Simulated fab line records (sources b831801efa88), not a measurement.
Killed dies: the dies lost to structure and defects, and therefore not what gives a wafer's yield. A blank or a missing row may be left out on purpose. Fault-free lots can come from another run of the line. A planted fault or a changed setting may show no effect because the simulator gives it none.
The same fault as seen by 2 desks || flow sky130 || each desk holds nothing but its own numbers, with what lay behind them at the end

THE METROLOGY DESK
What the gauges read, lot by lot, whatever tool the lot ran on: means of the sampled wafers that have a number. Any lot whose mean is over 4 standard deviations away from the usual mean is out of limits and marked OUT; that distance is given in the brackets.
Columns: A = VT_ADJUST_HVTR_OVL at SKY_VT_ADJUST_HVTR_OVL_MEAS_08, usual 0.1 nm; B = LDD_N_TW at SKY_LDD_N_TW_MEAS_17, usual 2569
{"lot": "L172", "first seen here": "day 9 14:02", "A": 2.3, "B": 2563}
{"lot": "L174", "first seen here": "day 9 21:59", "A": -1.1, "B": 2558}
{"lot": "L175", "first seen here": "day 10 08:25", "A": 1.1, "B": 2579}
{"lot": "L178", "first seen here": "day 11 04:38", "A": 1.0, "B": "2419 (-8.8) OUT"}
{"lot": "L179", "first seen here": "day 11 13:21", "A": 1.8, "B": "2415 (-9.1) OUT"}
{"lot": "L183", "first seen here": "day 12 23:32", "A": -0.3, "B": 2579}
{"lot": "L185", "first seen here": "day 13 16:50", "A": -1.0, "B": 2572}
{"lot": "L187", "first seen here": "day 14 09:23", "A": -0.1, "B": 2587}
{"lot": "L189", "first seen here": "day 14 23:21", "A": 0.0, "B": 2545}
{"lot": "L190", "first seen here": "day 15 07:52", "A": 1.1, "B": 2578}
{"lot": "L191", "first seen here": "day 15 11:25", "A": 1.0, "B": 2547}
{"lot": "L192", "first seen here": "day 15 13:31", "A": 1.0, "B": 2550}
{"lot": "L194", "first seen here": "day 16 08:24", "A": 1.6, "B": 2538}
{"lot": "L195", "first seen here": "day 16 12:21", "A": 0.7, "B": 2572}
This desk finds L178, L179 out of limits, with the earliest case on L178 at day 20 00:13 (LDD_N_TW at SKY_LDD_N_TW_MEAS_17). In limits: L172, L174, L175, L183, L185, L187, L189, L190, L191, L192, L194, L195.

TOOL OWNER'S DESK, implanter-03
The tool's own readings at SKY_LDD_N_IMPLANT_11, given as means over the sampled wafers that have a number, one for each lot that went through this tool. Any lot whose mean is over 4 standard deviations away from the usual mean is out of limits and marked OUT; that distance is given in the brackets.
Columns: A = beam-energy-keV at SKY_LDD_N_IMPLANT_11, usual 20.000; B = beam-on-s at SKY_LDD_N_IMPLANT_11, usual 10.01 s
{"lot": "L174", "first seen here": "day 18 12:13", "A": 19.999, "B": 10.07}
{"lot": "L183", "first seen here": "day 22 12:35", "A": 20.004, "B": 9.96}
{"lot": "L187", "first seen here": "day 23 21:14", "A": 19.989, "B": 9.96}
{"lot": "L189", "first seen here": "day 24 13:11", "A": 19.995, "B": 10.03}
{"lot": "L191", "first seen here": "day 25 02:07", "A": 20.009, "B": 9.87}
{"lot": "L194", "first seen here": "day 25 22:25", "A": 19.999, "B": 10.05}
Result from this desk: across the 6 lots, nothing is out of limits.

PUT TOGETHER
Metrology desk: alarm possible at day 20 00:13 on L178, L179.
The desk of the tool owner found nothing out of limits.
The tool owner's desk has no number on record for L178, L179.
Of the lots named, all ran SKY_LDD_N_IMPLANT_11 on implanter-03.

WHAT THE SIMULATOR HAD PUT IN
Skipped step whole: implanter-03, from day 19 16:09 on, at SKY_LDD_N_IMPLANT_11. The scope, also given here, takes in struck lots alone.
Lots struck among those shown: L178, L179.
Delay in hours, fault start to first out-of-limits reading, per desk: metrology desk 8.
